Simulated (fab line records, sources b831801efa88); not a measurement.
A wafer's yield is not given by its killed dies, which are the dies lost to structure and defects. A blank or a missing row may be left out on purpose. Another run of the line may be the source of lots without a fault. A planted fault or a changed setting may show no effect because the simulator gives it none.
A struck lot beside a sound one + flow sfqLine + 31 out of 325 route steps
Sound: wafers L737.1, L737.3, L737.6. Struck: wafers L742.1, L742.2, L742.5. The cause is named last.
Each step with rows lists, per side, the tool, then ch with its chambers, then its first start. Under that, the readings that differ: sound wafers + struck wafers + difference of the means + sigmas: that difference in standard deviations of wafers without a fault.
alike: readings whose means differ by less than 2 such deviations, and words and numbers that are the same on both sides. not compared: withheld readings, readings that some wafer has no value for, bounds like >300 that may hide the same value, and numbers for which the record gives no deviation and whose values overlap.
The two part at a step that has a row with sigmas, a row that says differs or no value, or rows on one side only. Numbers that don't overlap but have no deviation are shown without sigmas and don't part them. Lack of a reading on every wafer of one side parts them only where that side has two or more wafers.

SFQ_INCOMING_BOW_MEAS_900:
  sound: filmMetro-01 at day 3 02:00; struck: filmMetro-03 at day 4 03:00
  alike: INCOMING_BOW
then, 1 step without rows for these wafers: SFQ_TRILAYER_INCOMING_OXIDATION_002 (target thk 500 nm, ox time 4939 s).
SFQ_TRILAYER_L0_DEP_SPUTTER_003: material MoNx KI, target thk 40 nm, time 100 s.
  sound: pvdSputter-06 at day 3 04:29; struck: pvdSputter-06 at day 4 05:29
| reading                                                 | sound                | struck               | difference | sigmas      |
|---------------------------------------------------------|----------------------|----------------------|------------|-------------|
| cathodeDcPowerW (W)                                     | 800.04 800.05 800.01 | 858.15 858.00 857.96 | +58.00     | +99 or more |
| model.MoNx_KI_of_TRILAYER_L0_DEP_SPUTTER_003.thkNm (nm) | 39.56 40.06 39.72    | 42.96 43.15 43.08    | +3.28      |             |
  alike: basePressurePa, throttleValvePct
SFQ_L0_RS_MEAS_901: uses a four-point probe to measure.
  sound: filmMetro-04 at day 3 04:34; struck: filmMetro-02 at day 4 05:51
| reading                | sound          | struck         | difference | sigmas |
|------------------------|----------------|----------------|------------|--------|
| L0_MONX_KI_RS (ohm/sq) | 44.0 43.4 43.7 | 40.5 40.3 40.4 | -3.3       | -9     |
  not compared: hold
SFQ_L0_THK_MEAS_902: measures by xrf.
  sound: filmMetro-04 at day 3 04:41; struck: filmMetro-02 at day 4 11:23
| reading             | sound          | struck         | difference | sigmas |
|---------------------|----------------|----------------|------------|--------|
| L0_MONX_KI_THK (nm) | 39.9 40.6 40.0 | 43.2 43.4 43.3 | +3.1       | +9     |
  not compared: hold
then, 5 steps without rows for these wafers: SFQ_TRILAYER_L0_LITHO_COAT_005 (resist thk 600 nm); SFQ_TRILAYER_L0_LITHO_SOFTBAKE_009; SFQ_TRILAYER_L0_LITHO_EXPOSE_006 (exposes mask L0, target cd 2000 nm); SFQ_TRILAYER_L0_LITHO_PEB_008 (peb time 60 s); SFQ_TRILAYER_L0_LITHO_DEVELOP_007 (time 60 s).
-- the record jumps here: 3 days lie between the struck wafers' starts before and after --
SFQ_TRILAYER_L0_BARC_OPEN_METAL_ETCH_010: etches BARC in O2, target depth 125 nm, time 41.7 s.
  sound on rieMetal-01 ch 1, day 6 10:09; struck on rieMetal-04 ch 0,1, day 7 18:28
  alike: biasW, chamberPressureMTorr, drypumpMotorCurrentA, oesProductAu
  not compared: rfHoursCounterH
SFQ_TRILAYER_L0_ETCH_METAL_ETCH_008: etches MoNx KI in SF6/O2, stops on SiO2, target depth 50 nm, time 25 s.
  sound on rieMetal-01 ch 1, day 6 10:13; struck on rieMetal-04 ch 0,1, day 7 18:32
| reading             | sound             | struck            | difference | sigmas |
|---------------------|-------------------|-------------------|------------|--------|
| oesProductAu (a.u.) | 0.863 0.878 0.868 | 0.920 0.909 0.912 | +0.044     | +7     |
  alike: biasW, chamberPressureMTorr, drypumpMotorCurrentA
  not compared: rfHoursCounterH
SFQ_TRILAYER_L0_STRIP_STRIP_009: strips in O2.
  sound on rieMetal-01 ch 1, day 6 10:15; struck on rieMetal-04 ch 0,1, day 7 18:35
  alike: chamberPressureMTorr, drypumpMotorCurrentA, oesProductAu
  not compared: rfHoursCounterH
then, 8 steps without rows for these wafers: SFQ_TRILAYER_L0_STRIP_SOLV_CLEAN_010 (cleans in NMP, time 600 s); SFQ_TRILAYER_L0_CAP_PECVD_011 (deposits SiO2 from SiH4/N2O, time 13.333 s, target thk 60 nm); SFQ_TRILAYER_L0_VIA_LITHO_COAT_018 (resist thk 62 nm); SFQ_TRILAYER_L0_VIA_LITHO_COAT_013 (resist thk 650 nm); SFQ_TRILAYER_L0_VIA_LITHO_SOFTBAKE_017; SFQ_TRILAYER_L0_VIA_LITHO_EXPOSE_014 (exposes mask L0V, target cd 700 nm); SFQ_TRILAYER_L0_VIA_LITHO_PEB_016 (peb time 60 s); SFQ_TRILAYER_L0_VIA_LITHO_DEVELOP_015 (time 60 s).
-- the record jumps here: 4 days lie between the struck wafers' starts before and after --
SFQ_L0V_OVL_MEAS_903:
  sound: overlay-01 at day 10 12:34; struck: overlay-02 at day 12 01:28
  alike: L0V_OVL
SFQ_TRILAYER_L0_VIA_BARC_OPEN_VIA_ETCH_021: etches BARC in O2, target depth 125 nm, time 41.7 s.
  sound on rieDiel-02 ch 0,3, day 10 12:37; struck on rieDiel-02 ch 1,3, day 12 01:30
  alike: biasW, chamberPressureMTorr, drypumpMotorCurrentA, oesProductAu
  not compared: rfHoursCounterH
then, 1 step without rows for these wafers: SFQ_TRILAYER_L0_VIA_ETCH_VIA_ETCH_016 (etches SiO2 in CHF3, stops on MoNx KI, target depth 80 nm).
SFQ_TRILAYER_L0_VIA_STRIP_STRIP_017: strips in O2.
  sound on rieMetal-03 ch 1, day 10 12:42; struck on rieMetal-03 ch 0,1, day 12 01:35
  alike: chamberPressureMTorr, drypumpMotorCurrentA, oesProductAu
  not compared: rfHoursCounterH
then, 2 steps without rows for these wafers: SFQ_TRILAYER_L0_VIA_STRIP_SOLV_CLEAN_018 (cleans in NMP, time 600 s); SFQ_TRILAYER_M0_DEP_PRE_CLEAN_020 (time 15 s).
SFQ_TRILAYER_M0_DEP_SPUTTER_019: material Nb, target thk 200 nm, time 133.3 s.
  sound: pvdSputter-05 at day 10 14:06; struck: pvdSputter-05 at day 12 02:25
  alike: basePressurePa, cathodeDcPowerW, throttleValvePct
SFQ_M0_RS_MEAS_904: uses a four-point probe to measure.
  sound: filmMetro-04 at day 10 14:11; struck: filmMetro-04 at day 12 02:30
  alike: M0_NB_RS
then, 1 step without rows for these wafers: SFQ_TRILAYER_M0_LITHO_COAT_026 (resist thk 62 nm).
-- the record jumps here: 80 days lie between the struck wafers' starts before and after --
SFQ_M8_BOW_MEAS_951:
  sound: filmMetro-01 at day 88 23:11; struck: filmMetro-04 at day 92 04:37
| reading                 | sound             | struck            | difference | sigmas |
|-------------------------|-------------------|-------------------|------------|--------|
| model.etest.l0.ohmSq    | 44.03 43.48 43.85 | 40.55 40.37 40.43 | -3.34      |        |
| model.etest.l0v.linkOhm | 44.93 44.38 44.77 | 41.45 41.3 41.36  | -3.32      |        |
| model.etest.l0.ohmUm    | 22.01 21.75 21.93 | 20.26 20.19 20.22 | -1.67      |        |
  alike: M8_BOW

## WHERE THEY PART
Earliest at SFQ_TRILAYER_L0_DEP_SPUTTER_003; latest, in this record, at SFQ_TRILAYER_L0_ETCH_METAL_ETCH_008. Later steps at which nothing parts them and some readings are alike: SFQ_TRILAYER_L0_STRIP_STRIP_009, SFQ_L0V_OVL_MEAS_903, SFQ_TRILAYER_L0_VIA_BARC_OPEN_VIA_ETCH_021, SFQ_TRILAYER_L0_VIA_STRIP_STRIP_017, SFQ_TRILAYER_M0_DEP_SPUTTER_019, SFQ_M0_RS_MEAS_904, SFQ_M8_BOW_MEAS_951.

WHY: what had been put in by the simulator
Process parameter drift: pvdSputter-06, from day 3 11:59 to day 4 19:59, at SFQ_TRILAYER_L0_DEP_SPUTTER_003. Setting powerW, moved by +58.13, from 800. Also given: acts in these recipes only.
